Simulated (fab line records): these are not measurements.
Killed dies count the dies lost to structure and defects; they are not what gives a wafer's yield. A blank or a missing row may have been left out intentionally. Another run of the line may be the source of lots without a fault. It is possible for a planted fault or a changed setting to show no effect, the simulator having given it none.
fab line records -- flow sky130
record lots=24, wafers=72, last-day=50
route steps=708 shown SONOS_ONO@182 POLY_GATE@205 LI_CONTACT@385 CONTACT@432 METAL3@534 PASSIVATION@692
lots that met no fault: taken from a fault-free run of the same line
start-h: hours from the record's first day to the start of the lot's first wafer shown -- wait-h: hours elapsed since this lot's preceding step -- " as in the row above -- L1.1+2: a row that stands for several wafers -- - no value present, or no start provided -- * or withheld: withheld -- < > ~ a bound
route shown NAME@n: NAME is a module with steps in the file, n the number in the route of the first one -- usual: average and standard deviation across the fault-free wafers -- same: alike in all rows -- chamber/n: place in a boat -- sites: per-site readings -- _std_site: the values' standard deviation -- _edge_site: the outer-site mean with the inner-site mean subtracted -- radius-mm: how far each site lies from the wafer's centre -- mask NAME#n: copy n -- behind: the tool/chamber that last shaped the wafer -- hold: cause of the lot's hold/its duration in hours/its outcome -- device: which transistor (n, p or np) failed to switch -- end of line: tests of these same wafers at the route's end -- a step with no rows: only its recipe -- killed: dies lost to structure and defects at the first sort, not the wafer's yield -- map: a wafer's dies, marking killed ones x, the rest . and places with no die _
set.NAME: the setting as run; set.NAME@STEP: as run at that earlier step -- model.NAME: the simulator's own value behind a step, which no gauge read
a sample of lots followed through the steps of the route, with each step as a table and each wafer as a row
services: when a tool's chamber went out of use (start-h, in hours from the record's first day, below 0 if earlier), for how many hours, and the reason
## steps
# step SKY_SONOS_ONO_OVL_MEAS_14
# usual SONOS_ONO_OVL=-0.4/1.4
lot.wafer,tool,chamber,start-h,wait-h,SONOS_ONO_OVL[nm]
L074.1,overlay-02,-,279.99,0.1,1.6
L074.3,overlay-02,-,279.99,0.1,1.1
L074.5,overlay-02,-,279.99,0.1,2.5
L075.2,overlay-02,-,288.09,0.1,-2.9
L075.3,overlay-02,-,288.09,0.1,-0.5
L075.6,overlay-02,-,288.09,0.1,-1.5
L076.1,overlay-02,-,293.27,0.1,-4.1
L076.2,overlay-02,-,293.27,0.1,-3.5
L076.6,overlay-02,-,293.27,0.1,-1.9
L077.1,overlay-02,-,301.54,0.1,1.2
L077.2,overlay-02,-,301.54,0.1,3.9
L077.5,overlay-02,-,301.54,0.1,1.8
L078.1,overlay-02,-,314.94,0.1,0.3
L078.2,overlay-02,-,314.94,0.1,-0.7
L078.3,overlay-02,-,314.94,0.1,1.4
L079.1,overlay-02,-,338.34,0.1,-1.2
L079.2,overlay-02,-,338.34,0.1,0.1
L079.6,overlay-02,-,338.34,0.1,-1.4
L081.3,overlay-02,-,342.38,0.1,-0.4
L081.4,overlay-02,-,342.38,0.1,1.0
L081.6,overlay-02,-,342.38,0.1,0.6
L080.3,overlay-02,-,342.50,0.1,-1.6
L080.4,overlay-02,-,342.50,0.1,-1.4
L080.5,overlay-02,-,342.50,0.1,-5.0
L082.1,overlay-02,-,349.04,0.1,0.2
L082.2,overlay-02,-,349.04,0.1,-0.8
L082.3,overlay-02,-,349.04,0.1,0.6
L083.1,overlay-02,-,355.59,0.1,0.2
L083.3,overlay-02,-,355.59,0.1,-0.6
L083.6,overlay-02,-,355.59,0.1,1.0
L084.2,overlay-02,-,365.30,0.1,1.1
L084.5,overlay-02,-,365.30,0.1,0.0
L084.6,overlay-02,-,365.30,0.1,-0.1
L085.1,overlay-02,-,383.44,0.1,0.3
L085.5,overlay-02,-,383.44,0.1,0.0
L085.6,overlay-02,-,383.44,0.1,0.4
L087.1,overlay-01,-,392.72,0.1,0.0
L087.3,overlay-01,-,392.72,0.1,-1.8
L087.4,overlay-01,-,392.72,0.1,-1.2
L086.2,overlay-02,-,398.54,0.1,-0.2
L086.4,overlay-02,-,398.54,0.1,-1.8
L086.5,overlay-02,-,398.54,0.1,0.2
L088.2,overlay-02,-,405.63,0.1,-0.7
L088.3,overlay-02,-,405.63,0.1,1.2
L088.6,overlay-02,-,405.63,0.1,0.0
L089.1,overlay-02,-,417.07,0.1,-0.9
L089.2,overlay-02,-,417.07,0.1,-1.3
L089.5,overlay-02,-,417.07,0.1,-2.3
L090.2,overlay-02,-,421.63,0.1,0.2
L090.3,overlay-02,-,421.63,0.1,-0.2
L090.4,overlay-02,-,421.63,0.1,0.4
L091.1,overlay-01,-,426.49,0.1,0.4
L091.2,overlay-01,-,426.49,0.1,1.0
L091.5,overlay-01,-,426.49,0.1,0.8
L093.3,overlay-02,-,434.05,0.1,-0.1
L093.5,overlay-02,-,434.05,0.1,-2.3
L093.6,overlay-02,-,434.05,0.1,-2.2
L092.1,overlay-02,-,437.77,0.1,-0.2
L092.4,overlay-02,-,437.77,0.1,0.3
L092.5,overlay-02,-,437.77,0.1,1.2
L094.1,overlay-01,-,442.82,0.1,-1.3
L094.3,overlay-01,-,442.82,0.1,-0.4
L094.4,overlay-01,-,442.82,0.1,-0.2
L095.2,overlay-02,-,456.55,0.1,-0.8
L095.3,overlay-02,-,456.55,0.1,-1.3
L095.4,overlay-02,-,456.55,0.1,-1.2
L096.3,overlay-02,-,458.73,0.1,-0.3
L096.4,overlay-02,-,458.73,0.1,0.9
L096.5,overlay-02,-,458.73,0.1,-1.7
L097.1,overlay-02,-,471.14,0.1,-1.7
L097.2,overlay-02,-,471.14,0.1,-0.4
L097.5,overlay-02,-,471.14,0.1,-1.4
# step SKY_POLY_GATE_THK_MEAS_01
# recipe reads=poly-Si_of_POLY_GATE_CVD_00
# usual POLY_GATE_CVD_00_THK=179.4/1.4
lot.wafer,tool,chamber,start-h,wait-h,POLY_GATE_CVD_00_THK[nm]
L074.1,film-metro-02,-,312.80,0.0,177.4
L074.3,film-metro-02,-,312.80,0.0,178.0
L074.5,film-metro-02,-,312.80,0.0,177.3
L075.2,film-metro-03,-,321.12,0.0,179.9
L075.3,film-metro-03,-,321.12,0.0,179.5
L075.6,film-metro-03,-,321.12,0.0,180.4
L076.1,film-metro-02,-,333.60,0.0,181.2
L076.2,film-metro-02,-,333.60,0.0,181.1
L076.6,film-metro-02,-,333.60,0.0,179.7
L077.1,film-metro-01,-,333.60,0.0,177.8
L077.2,film-metro-01,-,333.60,0.0,178.9
L077.5,film-metro-01,-,333.60,0.0,178.7
L078.1,film-metro-02,-,350.59,0.0,180.5
L078.2,film-metro-02,-,350.59,0.0,178.3
L078.3,film-metro-02,-,350.59,0.0,179.7
L079.1,film-metro-03,-,370.61,0.0,180.9
L079.2,film-metro-03,-,370.61,0.0,179.0
L079.6,film-metro-03,-,370.61,0.0,179.8
L080.3,film-metro-01,-,375.04,0.0,180.1
L080.4,film-metro-01,-,375.04,0.0,180.1
L080.5,film-metro-01,-,375.04,0.0,180.0
L081.3,film-metro-03,-,375.04,0.0,180.3
L081.4,film-metro-03,-,375.04,0.0,177.8
L081.6,film-metro-03,-,375.04,0.0,179.6
L082.1,film-metro-03,-,381.87,0.0,180.1
L082.2,film-metro-03,-,381.87,0.0,178.5
L082.3,film-metro-03,-,381.87,0.0,180.0
L083.1,film-metro-03,-,389.46,0.0,179.4
L083.3,film-metro-03,-,389.46,0.0,177.8
L083.6,film-metro-03,-,389.46,0.0,177.0
L084.2,film-metro-01,-,399.87,0.0,179.6
L084.5,film-metro-01,-,399.87,0.0,179.7
L084.6,film-metro-01,-,399.87,0.0,179.6
L085.1,film-metro-01,-,418.14,0.0,181.1
L085.5,film-metro-01,-,418.14,0.0,180.3
L085.6,film-metro-01,-,418.14,0.0,181.5
L087.1,film-metro-01,-,428.80,0.0,177.6
L087.3,film-metro-01,-,428.80,0.0,177.5
L087.4,film-metro-01,-,428.80,0.0,177.6
L086.2,film-metro-03,-,439.68,0.0,178.6
L086.4,film-metro-03,-,439.68,0.0,177.9
L086.5,film-metro-03,-,439.68,0.0,176.0
L088.2,film-metro-03,-,447.69,0.0,180.1
L088.3,film-metro-03,-,447.69,0.0,180.1
L088.6,film-metro-03,-,447.69,0.0,179.8
L089.1,film-metro-01,-,457.39,0.0,178.9
L089.2,film-metro-01,-,457.39,0.0,180.5
L089.5,film-metro-01,-,457.39,0.0,181.8
L090.2,film-metro-03,-,457.40,0.0,178.8
L090.3,film-metro-03,-,457.40,0.0,178.3
L090.4,film-metro-03,-,457.40,0.0,178.4
L091.1,film-metro-02,-,464.24,0.0,179.5
L091.2,film-metro-02,-,464.24,0.0,180.8
L091.5,film-metro-02,-,464.24,0.0,179.9
L093.3,film-metro-02,-,475.17,0.0,179.2
L093.5,film-metro-02,-,475.17,0.0,179.1
L093.6,film-metro-02,-,475.17,0.0,179.8
L092.1,film-metro-02,-,476.35,0.0,178.4
L092.4,film-metro-02,-,476.35,0.0,178.0
L092.5,film-metro-02,-,476.35,0.0,178.2
L094.1,film-metro-03,-,482.85,0.0,179.7
L094.3,film-metro-03,-,482.85,0.0,179.1
L094.4,film-metro-03,-,482.85,0.0,178.9
L095.2,film-metro-02,-,496.05,0.0,180.0
L095.3,film-metro-02,-,496.05,0.0,179.7
L095.4,film-metro-02,-,496.05,0.0,179.7
L096.3,film-metro-01,-,496.06,0.0,178.2
L096.4,film-metro-01,-,496.06,0.0,179.4
L096.5,film-metro-01,-,496.06,0.0,178.5
L097.1,film-metro-02,-,506.86,0.0,182.1
L097.2,film-metro-02,-,506.86,0.0,183.2
L097.5,film-metro-02,-,506.86,0.0,181.5
# step SKY_LI_CONTACT_THK_MEAS_23
# recipe thk-meas-gauge=xrf, reads=W_of_LI_CONTACT_CVD_21
# usual LI_CONTACT_W_THK=382/7.2
lot.wafer,tool,chamber,start-h,wait-h,LI_CONTACT_W_THK[nm]
L074.1,film-metro-02,-,678.43,0.1,385
L074.3,film-metro-02,-,678.43,0.1,389
L074.5,film-metro-02,-,678.43,0.1,397
L075.2,film-metro-03,-,684.18,0.1,373
L075.3,film-metro-03,-,684.18,0.1,389
L075.6,film-metro-03,-,684.18,0.1,380
L077.1,film-metro-03,-,700.28,0.1,382
L077.2,film-metro-03,-,700.28,0.1,372
L077.5,film-metro-03,-,700.28,0.1,378
L076.1,film-metro-02,-,700.38,0.1,401
L076.2,film-metro-02,-,700.38,0.1,394
L076.6,film-metro-02,-,700.38,0.1,398
L078.1,film-metro-01,-,716.69,0.1,376
L078.2,film-metro-01,-,716.69,0.1,367
L078.3,film-metro-01,-,716.69,0.1,376
L079.1,film-metro-02,-,738.27,0.1,383
L079.2,film-metro-02,-,738.27,0.1,387
L079.6,film-metro-02,-,738.27,0.1,387
L080.3,film-metro-01,-,740.75,0.1,378
L080.4,film-metro-01,-,740.75,0.1,378
L080.5,film-metro-01,-,740.75,0.1,376
L081.3,film-metro-01,-,741.35,0.1,375
L081.4,film-metro-01,-,741.35,0.1,375
L081.6,film-metro-01,-,741.35,0.1,379
L082.1,film-metro-03,-,750.43,0.1,381
L082.2,film-metro-03,-,750.43,0.1,384
L082.3,film-metro-03,-,750.43,0.1,381
L083.1,film-metro-01,-,755.28,0.1,372
L083.3,film-metro-01,-,755.28,0.1,376
L083.6,film-metro-01,-,755.28,0.1,388
L084.2,film-metro-01,-,762.94,0.1,373
L084.5,film-metro-01,-,762.94,0.1,377
L084.6,film-metro-01,-,762.94,0.1,375
L085.1,film-metro-03,-,776.90,0.1,379
L085.5,film-metro-03,-,776.90,0.1,383
L085.6,film-metro-03,-,776.90,0.1,375
L087.1,film-metro-01,-,786.88,0.1,387
L087.3,film-metro-01,-,786.88,0.1,389
L087.4,film-metro-01,-,786.88,0.1,371
L086.2,film-metro-02,-,794.34,0.1,376
L086.4,film-metro-02,-,794.34,0.1,388
L086.5,film-metro-02,-,794.34,0.1,388
L088.2,film-metro-03,-,803.50,0.1,394
L088.3,film-metro-03,-,803.50,0.1,383
L088.6,film-metro-03,-,803.50,0.1,380
L090.2,film-metro-03,-,809.49,0.1,381
L090.3,film-metro-03,-,809.49,0.1,391
L090.4,film-metro-03,-,809.49,0.1,385
L089.1,film-metro-01,-,813.48,0.1,364
L089.2,film-metro-01,-,813.48,0.1,389
L089.5,film-metro-01,-,813.48,0.1,380
L091.1,film-metro-03,-,817.52,0.1,382
L091.2,film-metro-03,-,817.52,0.1,374
L091.5,film-metro-03,-,817.52,0.1,384
L093.3,film-metro-03,-,827.11,0.1,392
L093.5,film-metro-03,-,827.11,0.1,387
L093.6,film-metro-03,-,827.11,0.1,381
L092.1,film-metro-01,-,828.64,0.1,375
L092.4,film-metro-01,-,828.64,0.1,371
L092.5,film-metro-01,-,828.64,0.1,383
L094.1,film-metro-01,-,833.81,0.1,381
L094.3,film-metro-01,-,833.81,0.1,376
L094.4,film-metro-01,-,833.81,0.1,381
L096.3,film-metro-03,-,849.66,0.1,380
L096.4,film-metro-03,-,849.66,0.1,385
L096.5,film-metro-03,-,849.66,0.1,381
L095.2,film-metro-02,-,849.79,0.1,384
L095.3,film-metro-02,-,849.79,0.1,386
L095.4,film-metro-02,-,849.79,0.1,375
L097.1,film-metro-01,-,854.93,0.1,378
L097.2,film-metro-01,-,854.93,0.1,377
L097.5,film-metro-01,-,854.93,0.1,380
# step SKY_CONTACT_THK_MEAS_26
# recipe thk-meas-gauge=xrf, reads=W_of_CONTACT_CVD_24
# usual CONTACT_W_THK=342/5
lot.wafer,tool,chamber,start-h,wait-h,CONTACT_W_THK[nm]
L074.1,film-metro-04,-,737.32,0.1,342
L074.3,film-metro-04,-,737.32,0.1,345
L074.5,film-metro-04,-,737.32,0.1,344
L075.2,film-metro-04,-,742.48,0.1,344
L075.3,film-metro-04,-,742.48,0.1,344
L075.6,film-metro-04,-,742.48,0.1,341
L077.1,film-metro-01,-,758.18,0.1,337
L077.2,film-metro-01,-,758.18,0.1,330
L077.5,film-metro-01,-,758.18,0.1,340
L076.1,film-metro-04,-,758.55,0.1,346
L076.2,film-metro-04,-,758.55,0.1,341
L076.6,film-metro-04,-,758.55,0.1,347
L078.1,film-metro-01,-,776.43,0.1,337
L078.2,film-metro-01,-,776.43,0.1,340
L078.3,film-metro-01,-,776.43,0.1,338
L079.1,film-metro-01,-,794.53,0.1,341
L079.2,film-metro-01,-,794.53,0.1,334
L079.6,film-metro-01,-,794.53,0.1,334
L080.3,film-metro-02,-,797.16,0.1,341
L080.4,film-metro-02,-,797.16,0.1,347
L080.5,film-metro-02,-,797.16,0.1,343
L081.3,film-metro-01,-,797.81,0.1,333
L081.4,film-metro-01,-,797.81,0.1,340
L081.6,film-metro-01,-,797.81,0.1,336
L082.1,film-metro-04,-,807.53,0.1,348
L082.2,film-metro-04,-,807.53,0.1,352
L082.3,film-metro-04,-,807.53,0.1,342
L083.1,film-metro-01,-,813.16,0.1,342
L083.3,film-metro-01,-,813.16,0.1,336
L083.6,film-metro-01,-,813.16,0.1,337
L084.2,film-metro-01,-,818.10,0.1,337
L084.5,film-metro-01,-,818.10,0.1,334
L084.6,film-metro-01,-,818.10,0.1,340
L085.1,film-metro-04,-,834.52,0.1,352
L085.5,film-metro-04,-,834.52,0.1,353
L085.6,film-metro-04,-,834.52,0.1,350
L087.1,film-metro-02,-,849.60,0.1,338
L087.3,film-metro-02,-,849.60,0.1,346
L087.4,film-metro-02,-,849.60,0.1,339
L086.2,film-metro-04,-,851.65,0.1,350
L086.4,film-metro-04,-,851.65,0.1,344
L086.5,film-metro-04,-,851.65,0.1,342
L088.2,film-metro-04,-,856.34,0.1,341
L088.3,film-metro-04,-,856.34,0.1,344
L088.6,film-metro-04,-,856.34,0.1,341
L090.2,film-metro-02,-,874.82,0.1,345
L090.3,film-metro-02,-,874.82,0.1,339
L090.4,film-metro-02,-,874.82,0.1,344
L089.1,film-metro-02,-,875.72,0.1,337
L089.2,film-metro-02,-,875.72,0.1,343
L089.5,film-metro-02,-,875.72,0.1,336
L091.1,film-metro-02,-,877.77,0.1,348
L091.2,film-metro-02,-,877.77,0.1,342
L091.5,film-metro-02,-,877.77,0.1,347
L093.3,film-metro-04,-,881.42,0.1,344
L093.5,film-metro-04,-,881.42,0.1,342
L093.6,film-metro-04,-,881.42,0.1,343
L092.1,film-metro-02,-,882.29,0.1,339
L092.4,film-metro-02,-,882.29,0.1,338
L092.5,film-metro-02,-,882.29,0.1,335
L094.1,film-metro-04,-,885.60,0.1,344
L094.3,film-metro-04,-,885.60,0.1,351
L094.4,film-metro-04,-,885.60,0.1,345
L096.3,film-metro-04,-,904.24,0.1,340
L096.4,film-metro-04,-,904.24,0.1,349
L096.5,film-metro-04,-,904.24,0.1,345
L095.2,film-metro-02,-,904.56,0.1,341
L095.3,film-metro-02,-,904.56,0.1,340
L095.4,film-metro-02,-,904.56,0.1,344
L097.1,film-metro-02,-,908.81,0.1,338
L097.2,film-metro-02,-,908.81,0.1,344
L097.5,film-metro-02,-,908.81,0.1,339
# step SKY_METAL3_SPUTTER_02
# recipe material=AlCu, target-thk-nm=735, power-w=10600, time-s=39.1, chamber-pressure-pa=0.4
# usual chamber-pressure-pa=0.4000/0.0008, throttle-valve-pct=29.6/1.1
lot.wafer,tool,chamber,start-h,wait-h,chamber-pressure-pa,throttle-valve-pct
L074.1,pvd-sputter-02,-,852.34,0.0,0.3995,28.7
L074.3,pvd-sputter-02,-,852.34,0.0,0.3998,28.1
L074.5,pvd-sputter-02,-,852.34,0.0,0.3994,30.7
L075.2,pvd-sputter-01,-,854.12,0.0,0.3996,31.2
L075.3,pvd-sputter-01,-,854.12,0.0,0.4006,31.3
L075.6,pvd-sputter-01,-,854.12,0.0,0.4004,29.0
L077.1,pvd-sputter-03,-,876.77,0.0,0.4009,30.1
L077.2,pvd-sputter-03,-,876.77,0.0,0.4008,29.4
L077.5,pvd-sputter-03,-,876.77,0.0,0.3999,30.2
L076.1,pvd-sputter-03,-,877.07,0.0,0.3992,29.7
L076.2,pvd-sputter-03,-,877.07,0.0,0.3994,28.0
L076.6,pvd-sputter-03,-,877.07,0.0,0.3994,28.6
L078.1,pvd-sputter-03,-,885.71,0.0,0.3996,28.2
L078.2,pvd-sputter-03,-,885.71,0.0,0.4009,30.4
L078.3,pvd-sputter-03,-,885.71,0.0,0.4010,29.6
L079.1,pvd-sputter-01,-,907.37,0.0,0.3989,31.2
L079.2,pvd-sputter-01,-,907.37,0.0,0.4006,29.2
L079.6,pvd-sputter-01,-,907.37,0.0,0.3996,31.2
L080.3,pvd-sputter-03,-,907.65,0.0,0.3997,28.6
L080.4,pvd-sputter-03,-,907.65,0.0,0.3994,29.8
L080.5,pvd-sputter-03,-,907.65,0.0,0.4003,29.7
L081.3,pvd-sputter-02,-,908.31,0.0,0.3992,30.7
L081.4,pvd-sputter-02,-,908.31,0.0,0.3991,28.2
L081.6,pvd-sputter-02,-,908.31,0.0,0.3996,28.9
L082.1,pvd-sputter-03,-,916.48,0.0,0.3998,29.8
L082.2,pvd-sputter-03,-,916.48,0.0,0.4001,28.5
L082.3,pvd-sputter-03,-,916.48,0.0,0.4004,30.2
L083.1,pvd-sputter-01,-,929.93,0.0,0.4000,31.2
L083.3,pvd-sputter-01,-,929.93,0.0,0.4015,29.3
L083.6,pvd-sputter-01,-,929.93,0.0,0.4003,31.4
L084.2,pvd-sputter-01,-,932.17,0.0,0.4006,31.6
L084.5,pvd-sputter-01,-,932.17,0.0,0.3993,28.9
L084.6,pvd-sputter-01,-,932.17,0.0,0.3998,28.9
L085.1,pvd-sputter-01,-,941.49,0.0,0.4008,29.2
L085.5,pvd-sputter-01,-,941.49,0.0,0.4009,29.4
L085.6,pvd-sputter-01,-,941.49,0.0,0.3999,31.7
L087.1,pvd-sputter-01,-,957.10,0.0,0.3986,31.4
L087.3,pvd-sputter-01,-,957.10,0.0,0.3990,28.5
L087.4,pvd-sputter-01,-,957.10,0.0,0.3994,31.4
L086.2,pvd-sputter-03,-,958.96,0.0,0.4009,28.1
L086.4,pvd-sputter-03,-,958.96,0.0,0.3991,29.7
L086.5,pvd-sputter-03,-,958.96,0.0,0.4018,28.6
L088.2,pvd-sputter-01,-,963.23,0.0,0.4000,31.2
L088.3,pvd-sputter-01,-,963.23,0.0,0.4019,28.7
L088.6,pvd-sputter-01,-,963.23,0.0,0.3989,29.1
L090.2,pvd-sputter-02,-,980.29,0.0,0.3991,27.8
L090.3,pvd-sputter-02,-,980.29,0.0,0.4007,30.5
L090.4,pvd-sputter-02,-,980.29,0.0,0.3999,30.3
L089.1,pvd-sputter-02,-,981.51,0.0,0.3997,29.0
L089.2,pvd-sputter-02,-,981.51,0.0,0.3991,30.6
L089.5,pvd-sputter-02,-,981.51,0.0,0.3990,30.7
L091.1,pvd-sputter-03,-,982.82,0.0,0.3998,28.4
L091.2,pvd-sputter-03,-,982.82,0.0,0.3998,28.0
L091.5,pvd-sputter-03,-,982.82,0.0,0.3989,30.3
L093.3,pvd-sputter-02,-,987.43,0.0,0.4013,28.8
L093.5,pvd-sputter-02,-,987.43,0.0,0.3995,28.2
L093.6,pvd-sputter-02,-,987.43,0.0,0.3991,30.6
L092.1,pvd-sputter-01,-,987.84,0.0,0.3989,31.2
L092.4,pvd-sputter-01,-,987.84,0.0,0.4002,28.6
L092.5,pvd-sputter-01,-,987.84,0.0,0.4009,31.4
L094.1,pvd-sputter-02,-,991.90,0.0,0.4005,28.1
L094.3,pvd-sputter-02,-,991.90,0.0,0.4002,28.8
L094.4,pvd-sputter-02,-,991.90,0.0,0.4013,30.7
L096.3,pvd-sputter-03,-,1007.03,0.0,0.4009,28.6
L096.4,pvd-sputter-03,-,1007.03,0.0,0.4008,29.9
L096.5,pvd-sputter-03,-,1007.03,0.0,0.4002,29.9
L095.2,pvd-sputter-01,-,1007.36,0.0,0.3991,31.2
L095.3,pvd-sputter-01,-,1007.36,0.0,0.4004,28.4
L095.4,pvd-sputter-01,-,1007.36,0.0,0.3991,31.4
L097.1,pvd-sputter-02,-,1011.89,0.0,0.4004,28.8
L097.2,pvd-sputter-02,-,1011.89,0.0,0.4010,30.3
L097.5,pvd-sputter-02,-,1011.89,0.0,0.4013,30.2
# step SKY_PASSIVATION_ETCH_11
# recipe chemistry=CF4/O2, target-depth-nm=725, stop-on=AlCu, source-w=800, bias-w=150, pressure-mtorr=150, cf4-flow-sccm=80, O2_flow_sccm=10, time-s=161.1
# usual drypump-motor-current-A=5.97/0.17, oes-product-au=0.977/0.0076, throttle-valve-pct=5.965/0.0099
lot.wafer,tool,chamber,start-h,wait-h,drypump-motor-current-A,oes-product-au,rf-hours-counter-h,throttle-valve-pct
L074.1,rie-diel-03,2,1052.25,-,6.07,0.973,11,5.966
L074.3,rie-diel-03,1,1052.25,-,5.87,0.970,15,5.957
L074.5,rie-diel-03,2,1052.25,-,6.05,0.984,-,5.964
L075.2,rie-diel-02,0,1055.45,-,6.04,0.978,19,5.972
L075.3,rie-diel-02,1,1055.45,-,5.89,0.962,6,5.967
L075.6,rie-diel-02,1,1055.45,-,5.90,0.979,-,5.985
L077.1,rie-diel-04,3,1071.40,-,6.20,0.977,21,5.982
L077.2,rie-diel-04,2,1071.40,-,6.23,0.966,0,5.959
L077.5,rie-diel-04,2,1071.40,-,6.24,0.986,-,5.976
L076.1,rie-diel-03,0,1073.86,-,5.86,0.981,18,5.966
L076.2,rie-diel-03,2,1073.86,-,6.09,0.969,12,5.973
L076.6,rie-diel-03,1,1073.86,-,5.85,0.990,-,5.965
L078.1,rie-diel-02,2,1081.52,-,6.03,0.993,6,5.968
L078.2,rie-diel-02,3,1081.52,-,5.98,0.968,27,5.969
L078.3,rie-diel-02,1,1081.52,-,5.90,0.976,7,5.978
L080.3,rie-diel-03,0,1099.62,-,5.86,0.970,18,5.958
L080.4,rie-diel-03,2,1099.62,-,6.10,0.970,12,5.962
L080.5,rie-diel-03,3,1099.62,-,5.94,0.975,-,5.965
L079.1,rie-diel-02,3,1099.96,-,5.99,0.972,27,5.965
L079.2,rie-diel-02,1,1099.96,-,5.91,0.970,8,5.958
L079.6,rie-diel-02,3,1099.96,-,5.99,0.981,-,5.968
L081.3,rie-diel-04,2,1100.87,-,6.26,0.969,1,5.946
L081.4,rie-diel-04,1,1100.87,-,6.07,0.962,10,5.975
L081.6,rie-diel-04,3,1100.87,-,6.21,0.974,-,5.970
L082.1,rie-diel-03,1,1107.11,-,5.82,0.978,17,5.979
L082.2,rie-diel-03,2,1107.11,-,6.04,0.959,13,5.956
L082.3,rie-diel-03,0,1107.11,-,5.86,0.976,19,5.986
L083.1,rie-diel-03,0,1115.67,-,5.86,0.973,19,5.952
L083.3,rie-diel-03,1,1115.67,-,5.86,0.970,17,5.952
L083.6,rie-diel-03,3,1115.67,-,5.95,0.982,-,5.974
L084.2,rie-diel-02,0,1120.66,-,6.04,0.977,21,5.978
L084.5,rie-diel-02,1,1120.66,-,5.91,0.979,-,5.953
L084.6,rie-diel-02,2,1120.66,-,6.01,0.976,-,5.969
L085.1,rie-diel-04,2,1126.55,-,6.24,0.982,2,5.957
L085.5,rie-diel-04,0,1126.55,-,5.53,0.972,-,5.971
L085.6,rie-diel-04,3,1126.55,-,6.19,0.969,-,5.975
L087.1,rie-diel-02,1,1138.81,-,5.90,0.975,9,5.958
L087.3,rie-diel-02,0,1138.81,-,6.03,0.978,22,5.971
L087.4,rie-diel-02,3,1138.81,-,6.01,0.994,-,5.957
L086.2,rie-diel-04,3,1142.86,-,6.18,0.967,24,5.961
L086.4,rie-diel-04,1,1142.86,-,6.09,0.985,-,5.975
L086.5,rie-diel-04,3,1142.86,-,6.20,0.979,-,5.964
L088.2,rie-diel-03,3,1143.56,-,5.93,0.970,21,5.970
L088.3,rie-diel-03,0,1143.56,-,5.85,0.971,20,5.969
L088.6,rie-diel-03,3,1143.56,-,5.95,0.976,-,5.960
L090.2,rie-diel-04,0,1158.20,-,5.50,0.973,10,5.958
L090.3,rie-diel-04,1,1158.20,-,6.05,0.971,13,5.964
L090.4,rie-diel-04,3,1158.20,-,6.18,0.974,-,5.965
L089.1,rie-diel-02,2,1159.61,-,6.08,0.987,8,5.941
L089.2,rie-diel-02,0,1159.61,-,6.04,0.983,23,5.965
L089.5,rie-diel-02,2,1159.61,-,6.07,0.985,-,5.973
L091.1,rie-diel-03,1,1159.92,-,5.85,0.985,19,5.971
L091.2,rie-diel-03,2,1159.92,-,6.06,0.978,15,5.957
L091.5,rie-diel-03,1,1159.92,-,5.86,0.984,-,5.976
L093.3,rie-diel-03,2,1164.57,-,6.08,0.987,15,5.950
L093.5,rie-diel-03,3,1164.57,-,5.98,0.983,-,5.961
L093.6,rie-diel-03,0,1164.57,-,5.88,0.988,-,5.966
L092.1,rie-diel-04,1,1165.86,-,6.02,0.982,13,5.972
L092.4,rie-diel-04,0,1165.86,-,5.54,0.977,10,5.967
L092.5,rie-diel-04,3,1165.86,-,6.20,0.984,-,5.955
L094.1,rie-diel-04,1,1166.91,-,6.03,0.978,14,5.980
L094.3,rie-diel-04,2,1166.91,-,6.23,0.990,3,5.974
L094.4,rie-diel-04,0,1166.91,-,5.50,0.984,10,5.957
L096.3,rie-diel-02,0,1177.41,-,6.03,0.970,23,5.949
L096.4,rie-diel-02,2,1177.41,-,6.05,0.993,8,5.979
L096.5,rie-diel-02,2,1177.41,-,6.05,0.983,-,5.953
L095.2,rie-diel-03,1,1178.07,-,5.91,0.972,20,5.980
L095.3,rie-diel-03,2,1178.07,-,6.06,0.976,15,5.959
L095.4,rie-diel-03,0,1178.07,-,5.86,0.980,21,5.970
L097.1,rie-diel-03,0,1181.36,-,5.83,0.975,21,5.972
L097.2,rie-diel-03,1,1181.36,-,5.82,0.971,20,5.958
L097.5,rie-diel-03,0,1181.36,-,5.86,0.979,-,5.962
## services
tool,chamber,start-h,hours,kind
rie-diel-04,0,846.88,5.1,repair
rie-diel-04,2,861.56,1.4,repair
rie-diel-03,0,865.09,4.3,repair
rie-diel-03,2,869.54,1.7,repair
rie-diel-03,-,869.75,2.8,pm
pvd-sputter-02,-,873.42,7.8,repair
pvd-sputter-01,-,878.72,3.2,repair
rie-diel-02,3,879.52,4.5,repair
pvd-sputter-02,-,889.55,9.2,repair
pvd-sputter-03,-,892.38,5.4,repair
pvd-sputter-01,-,916.74,4.8,repair
pvd-sputter-03,-,928.37,8.4,repair
rie-diel-04,-,1005.37,14.6,pm
rie-diel-04,1,1028.29,4.7,repair
rie-diel-03,1,1034.36,6.4,repair
rie-diel-02,1,1063.89,4.0,repair
pvd-sputter-01,-,1066.42,2.5,repair
rie-diel-04,2,1067.23,2.1,repair
rie-diel-03,-,1069.95,0.6,repair
rie-diel-02,3,1089.00,9.9,repair
rie-diel-02,-,1093.22,0.4,repair
pvd-sputter-02,-,1113.11,2.0,repair
pvd-sputter-03,-,1124.09,3.0,repair
pvd-sputter-01,-,1161.41,6.2,repair
## key
fault none
